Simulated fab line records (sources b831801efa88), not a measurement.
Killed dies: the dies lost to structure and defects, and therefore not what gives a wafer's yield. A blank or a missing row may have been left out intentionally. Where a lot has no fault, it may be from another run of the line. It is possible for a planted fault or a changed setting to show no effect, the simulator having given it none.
A single fault, viewed from 2 desks	flow sky130	what lay behind the numbers comes last; until then each desk has only its own

== METROLOGY DESK ==
What the gauges read for every lot (on any tool): the sampled wafers with a number, averaged. The brackets show how far a lot's mean lies from the usual mean; more than 4 standard deviations puts the lot out of limits, marked OUT.
Columns: A = CAP2M_CVD_00_THK at SKY_CAP2M_THK_MEAS_01, usual 15.58 nm; B = CAP2M_TIN_RS at SKY_CAP2M_RS_MEAS_03, usual 6.90 ohm/sq; C = CAP2M_TIN_THK at SKY_CAP2M_THK_MEAS_04, usual 199.7 nm; D = CAP2M_OVL at SKY_CAP2M_OVL_MEAS_12, usual -0.3 nm
lot	first seen here	A	B	C	D
L689	day 40 09:01	15.64	7.01	197.0	0.9
L694	day 42 01:34	15.71	6.88	200.2	-2.5
L699	day 43 10:47	15.38	6.92	200.3	0.8
L702	day 43 22:26	15.41	6.94	197.4	-0.4
L703	day 44 12:23	15.56	6.90	200.2	-2.0
L708	day 45 16:50	15.44	6.94	198.2	-1.5
L707	day 45 20:15	15.37	6.90	199.6	0.1
This desk's finding: nothing out of limits on any of the 7 lots.

== FOR THE TOOL OWNER'S DESK: rieMetal-02 ==
The tool's own readings at SKY_CAP2M_METAL_ETCH_13 (etches TiN in Cl2/BCl3, stops on SiO2, target depth 220 nm, time 62.9 s): means of the sampled wafers that have a number, for each lot that ran on this tool. The brackets show how far a lot's mean lies from the usual mean; more than 4 standard deviations puts the lot out of limits, marked OUT.
Columns: A = biasW at SKY_CAP2M_METAL_ETCH_13, usual 48.52 W; B = chamberPressureMTorr at SKY_CAP2M_METAL_ETCH_13, usual 10.001 mTorr; C = drypumpMotorCurrentA at SKY_CAP2M_METAL_ETCH_13, usual 6.0 A; D = oesProductAu at SKY_CAP2M_METAL_ETCH_13, usual 0.942 a.u.; E = throttleValvePct at SKY_CAP2M_METAL_ETCH_13, usual 21.901 %
lot	first seen here	A	B	C	D	E
L689	day 41 09:41	48.26	9.994	6.1	0.937	21.905
L699	day 44 08:35	40.33 (-51) OUT	10.011	6.2	0.925	21.917
L702	day 44 20:24	40.31 (-51) OUT	9.998	6.2	0.933	21.909
L703	day 45 10:41	40.30 (-51) OUT	9.993	6.4	0.934	21.904
This desk's finding: out of limits on L699, L702, L703; first on L699, day 44 08:35 (biasW at SKY_CAP2M_METAL_ETCH_13). L689 stayed within limits.

== BROUGHT TOGETHER ==
The tool owner's desk could have raised an alarm at day 44 08:35, on L699, L702, L703.
From the metrology desk's view, nothing was out of limits.
The metrology desk holds a record of L699, L702, L703, inside its limits.
Of the lots named, all ran SKY_CAP2M_METAL_ETCH_13 on rieMetal-02.

== WHAT THE SIMULATOR PUT IN ==
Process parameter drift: rieMetal-02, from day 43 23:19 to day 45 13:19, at SKY_CAP2M_METAL_ETCH_13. Setting biasW shifted by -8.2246 from 48.5. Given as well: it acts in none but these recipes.
Struck lots among those shown: L699, L702, L703.
Time in hours from fault onset to the first out-of-limits reading at each desk: the tool owner's desk, 9.
